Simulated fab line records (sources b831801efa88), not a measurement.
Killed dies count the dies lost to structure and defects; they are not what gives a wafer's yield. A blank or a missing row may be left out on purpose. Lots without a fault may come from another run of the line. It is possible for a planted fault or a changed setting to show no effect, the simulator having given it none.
Which tool was responsible? || flow gf180mcu || 72 wafers sampled from 24 lots at 1 step of a route of 602

== WHAT THE GAUGES SHOWED, per wafer ==
GF_PSD_OVL_MEAS_08.
{"lot": "L074", "measured": "day 14 09:52", "on": "overlay-02", "PSD_OVL (nm)": "0.7 -1.5 1.0"}
{"lot": "L075", "measured": "day 15 01:19", "on": "overlay-01", "PSD_OVL (nm)": "0.5 2.2 -0.2"}
{"lot": "L076", "measured": "day 15 04:38", "on": "overlay-01", "PSD_OVL (nm)": "2.4 0.8 1.7"}
{"lot": "L077", "measured": "day 15 09:46", "on": "overlay-01", "PSD_OVL (nm)": "1.5 2.3 0.1"}
{"lot": "L078", "measured": "day 15 18:03", "on": "overlay-01", "PSD_OVL (nm)": "2.6 4.4 3.0"}
{"lot": "L079", "measured": "day 16 01:31", "on": "overlay-02", "PSD_OVL (nm)": "1.6 0.3 -0.5"}
{"lot": "L080", "measured": "day 16 16:51", "on": "overlay-02", "PSD_OVL (nm)": "1.5 2.8 2.1"}
{"lot": "L081", "measured": "day 17 03:51", "on": "overlay-02", "PSD_OVL (nm)": "0.2 -0.2 -1.7"}
{"lot": "L082", "measured": "day 17 08:17", "on": "overlay-02", "PSD_OVL (nm)": "1.0 1.4 1.5"}
{"lot": "L083", "measured": "day 17 14:11", "on": "overlay-02", "PSD_OVL (nm)": "-0.2 0.4 -0.7"}
{"lot": "L084", "measured": "day 17 15:42", "on": "overlay-02", "PSD_OVL (nm)": "-0.7 -1.1 0.0"}
{"lot": "L085", "measured": "day 18 04:45", "on": "overlay-01", "PSD_OVL (nm)": "2.6 1.2 1.1"}
{"lot": "L086", "measured": "day 18 10:19", "on": "overlay-01", "PSD_OVL (nm)": "1.6 0.4 2.0"}
{"lot": "L087", "measured": "day 18 19:02", "on": "overlay-01", "PSD_OVL (nm)": "1.1 1.2 1.3"}
{"lot": "L088", "measured": "day 19 05:28", "on": "overlay-01", "PSD_OVL (nm)": "2.5 1.0 0.8"}
{"lot": "L089", "measured": "day 19 11:22", "on": "overlay-01", "PSD_OVL (nm)": "0.6 2.0 0.5"}
{"lot": "L090", "measured": "day 19 22:01", "on": "overlay-02", "PSD_OVL (nm)": "1.7 1.0 1.8"}
{"lot": "L091", "measured": "day 20 07:58", "on": "overlay-01", "PSD_OVL (nm)": "-0.8 -1.8 -0.9"}
{"lot": "L092", "measured": "day 20 16:17", "on": "overlay-02", "PSD_OVL (nm)": "1.5 -1.2 1.8"}
{"lot": "L093", "measured": "day 20 22:09", "on": "overlay-01", "PSD_OVL (nm)": "0.0 -1.2 -1.0"}
{"lot": "L094", "measured": "day 21 03:42", "on": "overlay-02", "PSD_OVL (nm)": "1.0 1.3 1.2"}
{"lot": "L095", "measured": "day 21 14:35", "on": "overlay-01", "PSD_OVL (nm)": "0.5 2.6 0.9"}
{"lot": "L096", "measured": "day 21 19:12", "on": "overlay-01", "PSD_OVL (nm)": "0.4 1.6 2.1"}
{"lot": "L097", "measured": "day 22 01:22", "on": "overlay-01", "PSD_OVL (nm)": "0.6 -0.2 0.8"}

== TOOL THAT RAN EACH LOT (tool first, then ch and the chambers of the sampled wafers, then the start) ==
The record holds no process step before these readings.

== AS READ BY THE TOOLS THEMSELVES (means over the sampled wafers that have a number; for cases with no such wafer, the mark the record gives instead) ==
The record holds no such reading with a usual standard deviation.

== THE ANSWER, worked out from the rows above alone ==
Rule: the usual values come from the lots themselves. The widest of any qualifying gaps counts: lots, ordered by their means at a reading, are off when they make up no more than a third of the lots, leave a main group of 4 or more, and stand apart from it by 3 or more times the standard deviation of that group's means. A main group is skipped when, at the precision printed for the reading in the tables above, its means are all equal. A lot without any number at a reading at which 4 lots or more have one is off too. Where the step has rows for the other lots, those lots are counted as sound. The gauges are gone through in route order, then the tools' own readings, and for those a lot's mean is taken as printed above. The first step at which some lot is off is used, and at that step the reading that is off furthest; a lot without a number counts as furthest.
No lot is off on any of the readings shown, so nothing can be concluded from this.

== WHAT THE SIMULATOR PUT IN ==
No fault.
